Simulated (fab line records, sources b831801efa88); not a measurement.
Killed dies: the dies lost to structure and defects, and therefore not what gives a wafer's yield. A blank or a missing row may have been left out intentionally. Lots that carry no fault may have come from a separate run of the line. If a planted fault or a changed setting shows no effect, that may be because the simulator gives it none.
A struck lot beside a sound one | flow gf180mcu | 23 steps out of a route of 602
Sound: wafers L442.1, L442.3, L442.5. Wafers struck: L446.1, L446.4, L446.6. The cause is named last.
Per side, at each step with rows, come the tool, then ch with its chambers, and then its first start. Under that, the readings that differ: sound wafers | struck wafers | difference of the means | sigmas: that difference in standard deviations of wafers without a fault.
alike: same words and numbers on both sides, and readings whose means sit less than 2 such deviations apart. not compared: any withheld reading, any reading some wafer has no value for, any bound like >300 that may hide the same value, and any number with overlapping values for which the record gives no deviation.
Wherever a step has rows on one side only, a row that says differs or no value, or a row with sigmas, the two part there. Numbers that don't overlap but have no deviation are shown without sigmas and don't part them. A reading missing from all wafers of one side parts the sides only when that side holds two or more wafers.

first, 5 steps without rows for these wafers: GF_NWELL_COAT_02 (resist thk 3000 nm); GF_NWELL_SOFTBAKE_03; GF_NWELL_EXPOSE_04 (exposes mask Nwell, target cd 860 nm); GF_NWELL_PEB_05; GF_NWELL_DEVELOP_06 (develop time 60 s).
GF_NWELL_OVL_MEAS_07:
  struck on overlay-02, day 6 09:29; sound on overlay-01, day 5 09:47
  alike: NWELL_OVL
then, 2 steps without rows for these wafers: GF_NWELL_IMPLANT_08; GF_NWELL_IMPLANT_09.
GF_NWELL_STRIP_10: strips in O2/N2.
  sound on plasma-asher-04 ch 0,1, day 5 10:07; struck on plasma-asher-03 ch 0, day 6 09:49
  alike: chamber-pressure-mTorr, drypump-motor-current-A, heater-power-w, oes-product-au, strip-time-to-endpoint-s
  not compared: rf-hours-counter-h
GF_NWELL_TW_MEAS_11:
  struck on film-metro-03, day 6 09:55; sound on film-metro-03, day 5 10:14
  alike: NWELL_TW
then, 2 steps without rows for these wafers: GF_LVPWELL_DEHYDRATE_00 (time 60 s); GF_LVPWELL_HMDS_01 (prime time 60 s).
GF_LVPWELL_COAT_02: resist thk 3000 nm.
  sound on litho-track-02 ch 0, day 5 17:08; struck on litho-track-01 ch 0, day 6 16:26
  reading                                   | sound                | struck               | difference | sigmas
  spin-speed-rpm (rpm)                      | 1999.7 2000.9 1999.8 | 1962.9 1961.4 1963.7 | -37.5      | -27
  model.coat_of_LVPWELL_COAT_02.thk-nm (nm) | 3002 3009 3000       | 3048 3045 3050       | +44        |
  alike: resist-line-temp-C
then, 3 steps without rows for these wafers: GF_LVPWELL_SOFTBAKE_03; GF_LVPWELL_EXPOSE_04 (exposes mask LVPWELL, target cd 600 nm); GF_LVPWELL_PEB_05.
GF_LVPWELL_DEVELOP_06: develop time 60 s.
  sound on litho-track-03 ch 0; struck on litho-track-01 ch 0
  reading                                   | sound          | struck         | difference | sigmas
  model.coat_of_LVPWELL_COAT_02.thk-nm (nm) | 3001 3008 2999 | 3047 3044 3049 | +44        |
  alike: resist-line-temp-C
GF_LVPWELL_OVL_MEAS_07:
  struck on overlay-02, day 7 00:14; sound on overlay-01, day 6 00:35
  alike: LVPWELL_OVL
then, 2 steps without rows for these wafers: GF_LVPWELL_IMPLANT_08; GF_LVPWELL_IMPLANT_09.
GF_LVPWELL_STRIP_10: strips in O2/N2.
  sound on plasma-asher-02 ch 0, day 6 00:55; struck on plasma-asher-01 ch 0, day 7 00:34
  reading                      | sound             | struck            | difference | sigmas
  drypump-motor-current-A (A)  | 6.4 6.4 6.4       | 5.2 5.2 5.2       | -1.2       | -3
  strip-time-to-endpoint-s (s) | 36.97 37.05 36.95 | 37.50 37.48 37.54 | +0.52      | +4
  alike: chamber-pressure-mTorr, heater-power-w, oes-product-au
  not compared: rf-hours-counter-h
GF_LVPWELL_TW_MEAS_11:
  struck on film-metro-03, day 7 00:40; sound on film-metro-04, day 6 01:01
  alike: LVPWELL_TW
-- the record jumps here: 26 days lie between the struck wafers' starts before and after (it left off in module LVPWELL and takes up again in module PASSIVATION, whose first step shown is number 602 of the route) --
GF_PASSIVATION_PROBE_99:
  rows exist in the record for the struck wafers here (prober-02, day 32 18:32), but not for the sound ones

== WHERE THEY PART ==
Last at GF_PASSIVATION_PROBE_99 as far as this record goes, first at GF_LVPWELL_COAT_02.

WHY: the cause the simulator had injected
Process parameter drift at GF_LVPWELL_COAT_02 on litho-track-01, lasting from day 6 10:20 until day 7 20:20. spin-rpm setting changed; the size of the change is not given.
